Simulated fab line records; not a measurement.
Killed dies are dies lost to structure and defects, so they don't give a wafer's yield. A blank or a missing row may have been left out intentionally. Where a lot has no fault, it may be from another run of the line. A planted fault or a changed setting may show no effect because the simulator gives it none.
Code-filled problem report in 8D (eight disciplines) form -- flow sky130 -- the parts of the form that need people (team, actions taken, sign-off) are left out

1. THE ISSUE
Wafers without a fault read 0.3999 Pa, standard deviation 0.0008; chamber-pressure-pa at SKY_METAL5_SPUTTER_02 reads a mean of 0.4315 Pa on 6 wafers belonging to 2 lots. That is +39 standard deviations from the usual mean.
The step: material AlCu, target thk 1150 nm, time 61.2 s.
First observed at day 46 19:49: wafer L106.1, on pvd-sputter-01. The record has a number at this step for 36 wafers belonging to 12 lots. Rule for "out" (also "out of limits"): further than 4 standard deviations from the usual mean. The rest of the wafers with a number are treated as sound.

2. WHAT IT IS AND WHAT IT IS NOT
question,is,is not
which readings at this step,chamber-pressure-pa,-
which lots,"L105, L106","L100, L102, L103, L104, L109, L114, L994, L995, L996, L998"
which wafers of those lots,all that have a number,-
read on which tools,pvd-sputter-01,"pvd-sputter-02, pvd-sputter-03"
when,from day 46 19:49,"up to then (24 sound wafers); but 6 sound wafers of L109, L114 came after"

3. THE SUSPECTS, EACH WITH WHAT RULES IT OUT
Counting: a tool stays on the suspect list if, at a process step up to the reading, it processed all lots that are out and no sound lot following the first of them.
- pvd-sputter-01 at SKY_METAL5_SPUTTER_02 (material AlCu, target thk 1150 nm, time 61.2 s): kept. It processed each lot that is out, first L106 at day 46 19:49, and no sound lot thereafter; up to then, the last sound lot it processed was L103 at day 46 06:56. Out on those wafers are its own readings of chamber-pressure-pa.
Remaining after the count: pvd-sputter-01 at SKY_METAL5_SPUTTER_02.

4. THE CAUSE (what the simulator had put in)
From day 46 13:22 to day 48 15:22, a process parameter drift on pvd-sputter-01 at SKY_METAL5_SPUTTER_02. Setting chamber-pressure-pa shifted by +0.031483 from 0.4. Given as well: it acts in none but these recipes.
Only this tool survived the counting.

5. THE CHAIN OF EFFECTS, in route order
Rows list readings where the struck wafers' mean (over those with a number) sits beyond 3 standard deviations from the usual. Only readings for which the record gives a usual standard deviation are gone through. hours: the time from each lot's start at the first step in this table that gives one to its start at this step, as a median over the lots. sigmas: the change in usual standard deviations.
hours,step,reading,usual,on struck wafers,change,sigmas
0,SKY_METAL5_SPUTTER_02,chamber-pressure-pa,0.3999 Pa,0.4315,+0.0316,+39
Its process steps:
- SKY_METAL5_SPUTTER_02: material AlCu, target thk 1150 nm, time 61.2 s.

6. HOW IT WOULD HAVE BEEN CAUGHT EARLIER
In this record no reading fell out of limits until day 46 19:49, 6 hours after the fault had begun at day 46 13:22.
